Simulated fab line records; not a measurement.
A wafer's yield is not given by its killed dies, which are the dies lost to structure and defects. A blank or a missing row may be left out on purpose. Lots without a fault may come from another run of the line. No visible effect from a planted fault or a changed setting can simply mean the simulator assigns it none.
Which tool was responsible?    flow gf180mcu    14 lots, 42 wafers sampled, at 4 steps of a route of 602

WHAT THE GAUGES READ, wafer by wafer
No reading from a measuring or inspecting step in the record can be judged against a usual standard deviation.

WHAT TOOL EACH LOT RAN ON (gives the tool, then ch and the chambers of the sampled wafers, and finally the start)
lot   GF_V5_CVD_02                     GF_V5_SPUTTER_21             GF_TOP_METAL_SPUTTER_03      GF_PASSIVATION_DEVELOP_10
L182  pecvd-04 ch 0,1,2, day 25 23:41  pvdSputter-02, day 26 21:32  pvdSputter-01, day 26 22:24  lithoTrack-03 ch 0, day 28 14:00
L183  pecvd-02 ch 0,1,2, day 27 03:43  pvdSputter-04, day 28 01:56  pvdSputter-01, day 28 02:48  lithoTrack-01 ch 0, day 29 17:00
L187  pecvd-01 ch 0,1, day 28 01:13    pvdSputter-04, day 28 21:18  pvdSputter-02, day 28 22:10  lithoTrack-03 ch 0, day 30 12:00
L188  pecvd-02 ch 0,1, day 28 07:02    pvdSputter-02, day 29 03:23  pvdSputter-01, day 29 04:22  lithoTrack-03 ch 0, day 30 18:00
L189  pecvd-01 ch 0,1,2, day 28 18:34  pvdSputter-04, day 29 15:04  pvdSputter-01, day 29 16:03  lithoTrack-02 ch 0, day 31 06:00
L191  pecvd-01 ch 0,2, day 29 07:33    pvdSputter-01, day 30 03:28  pvdSputter-01, day 30 04:26  lithoTrack-01 ch 0, day 31 16:00
L190  pecvd-01 ch 1,2, day 29 09:52    pvdSputter-02, day 30 07:09  pvdSputter-03, day 30 08:08  lithoTrack-03 ch 0, day 31 19:00
L199  pecvd-04 ch 0,1, day 31 14:13    pvdSputter-02, day 32 08:48  pvdSputter-03, day 32 09:40  lithoTrack-03 ch 0, day 33 17:00
L200  pecvd-04 ch 1,2, day 32 01:44    pvdSputter-04, day 32 20:36  pvdSputter-01, day 32 21:28  lithoTrack-02, day 34 05:00
L201  pecvd-01 ch 0,1,2, day 32 04:53  pvdSputter-04, day 32 21:50  pvdSputter-01, day 32 22:41  lithoTrack-02, day 34 06:00
L202  pecvd-02 ch 1,2, day 32 08:39    pvdSputter-01, day 33 01:39  pvdSputter-03, day 33 02:31  lithoTrack-01 ch 0, day 34 10:00
L203  pecvd-04 ch 0,2, day 32 15:02    pvdSputter-02, day 33 08:29  pvdSputter-03, day 33 09:20  lithoTrack-02 ch 0, day 34 17:00
L204  pecvd-04 ch 0,1, day 32 15:51    pvdSputter-02, day 33 09:12  pvdSputter-03, day 33 10:04  lithoTrack-02 ch 0, day 34 17:00
L205  pecvd-01 ch 0,1, day 32 18:25    pvdSputter-02, day 33 12:03  pvdSputter-02, day 33 12:55  lithoTrack-01 ch 0, day 34 19:00
- GF_V5_CVD_02: deposits SiO2 from TEOS, target thk 1450 nm, time 163.28 s.
- GF_V5_SPUTTER_21: material Ti, target thk 15 nm, time 80.02 s.
- GF_TOP_METAL_SPUTTER_03: material Ti, target thk 5 nm, time 3.3 s.
- GF_PASSIVATION_DEVELOP_10: develop time 60 s.

AS READ BY THE TOOLS THEMSELVES (means over the sampled wafers that have a number; for cases with no such wafer, the mark the record gives instead)
GF_V5_CVD_02. Usual: heaterPowerW at 638 W, with a standard deviation of 100.
lot   tool      heaterPowerW (W)  flag
L182  pecvd-04  651               
L183  pecvd-02  637               
L187  pecvd-01  660               
L188  pecvd-02  557               
L189  pecvd-01  625               
L191  pecvd-01  581               
L190  pecvd-01  731               
L199  pecvd-04  678               
L200  pecvd-04  681               
L201  pecvd-01  680               
L202  pecvd-02  639               
L203  pecvd-04  609               
L204  pecvd-04  661               
L205  pecvd-01  619               

GF_V5_SPUTTER_21. Usual: substrateTempC 200.01 C, standard deviation 0.15; throttleValvePct 30.2 %, standard deviation 0.91.
lot   tool           substrateTempC (C)  throttleValvePct (%)  flag
L182  pvdSputter-02  199.96              30.7                  
L183  pvdSputter-04  200.00              30.2                  
L187  pvdSputter-04  200.13              29.8                  
L188  pvdSputter-02  199.96              31.0                  
L189  pvdSputter-04  199.99              29.8                  
L191  pvdSputter-01  200.04              30.3                  
L190  pvdSputter-02  200.05              29.5                  
L199  pvdSputter-02  199.92              30.7                  
L200  pvdSputter-04  200.00              30.8                  
L201  pvdSputter-04  200.16              30.2                  
L202  pvdSputter-01  199.94              30.2                  
L203  pvdSputter-02  199.99              29.1                  
L204  pvdSputter-02  200.13              29.4                  
L205  pvdSputter-02  200.18              29.9                  

GF_TOP_METAL_SPUTTER_03. Usual: substrateTempC 299.99 C, standard deviation 0.2; throttleValvePct 30.1 %, standard deviation 0.77.
lot   tool           substrateTempC (C)  throttleValvePct (%)  flag
L182  pvdSputter-01  300.30              30.1                  
L183  pvdSputter-01  300.28              30.2                  
L187  pvdSputter-02  300.00              31.2                  
L188  pvdSputter-01  300.18              30.3                  
L189  pvdSputter-01  300.07              30.2                  
L191  pvdSputter-01  299.75              30.3                  
L190  pvdSputter-03  300.02              30.1                  
L199  pvdSputter-03  299.96              29.2                  
L200  pvdSputter-01  299.97              30.2                  
L201  pvdSputter-01  299.85              30.4                  
L202  pvdSputter-03  299.99              29.7                  
L203  pvdSputter-03  300.20              30.1                  
L204  pvdSputter-03  300.13              29.9                  
L205  pvdSputter-02  299.91              29.7                  

GF_PASSIVATION_DEVELOP_10. Usual: chillPlateTempC at 22.99 C, with a standard deviation of 0.1.
lot   tool           chillPlateTempC (C)  flag
L182  lithoTrack-03  22.93                
L183  lithoTrack-01  22.97                
L187  lithoTrack-03  23.07                
L188  lithoTrack-03  22.88                
L189  lithoTrack-02  23.02                
L191  lithoTrack-01  22.95                
L190  lithoTrack-03  23.03                
L199  lithoTrack-03  23.15                
L200  lithoTrack-02  -                    OFF
L201  lithoTrack-02  -                    OFF
L202  lithoTrack-01  22.96                
L203  lithoTrack-02  22.98                
L204  lithoTrack-02  23.07                
L205  lithoTrack-01  23.04                

THE ANSWER, worked out from the rows above alone
Rule: lot off if the mean of its wafers having a number is beyond 3 standard deviations from the usual mean. A lot without any number at a reading at which 4 lots or more have one is off too. Where the step has rows for the other lots, those lots are counted as sound. After the gauges, taken in route order, come the tools' own readings; for these a lot's mean is taken, as printed above. At the first step where some lot is off, the reading lying furthest off is the one used; lots without a number count as furthest.
Off: L200, L201, at GF_PASSIVATION_DEVELOP_10 (chillPlateTempC). Without a number there: L200, L201.
A tool fits if, at that step or a process step before it, it ran every lot that is off, and no sound lot after the first of them. Undecided on this evidence; 2 tools fit (pvdSputter-04 at GF_V5_SPUTTER_21, pvdSputter-01 at GF_TOP_METAL_SPUTTER_03).

WHAT WAS PUT IN BY THE SIMULATOR
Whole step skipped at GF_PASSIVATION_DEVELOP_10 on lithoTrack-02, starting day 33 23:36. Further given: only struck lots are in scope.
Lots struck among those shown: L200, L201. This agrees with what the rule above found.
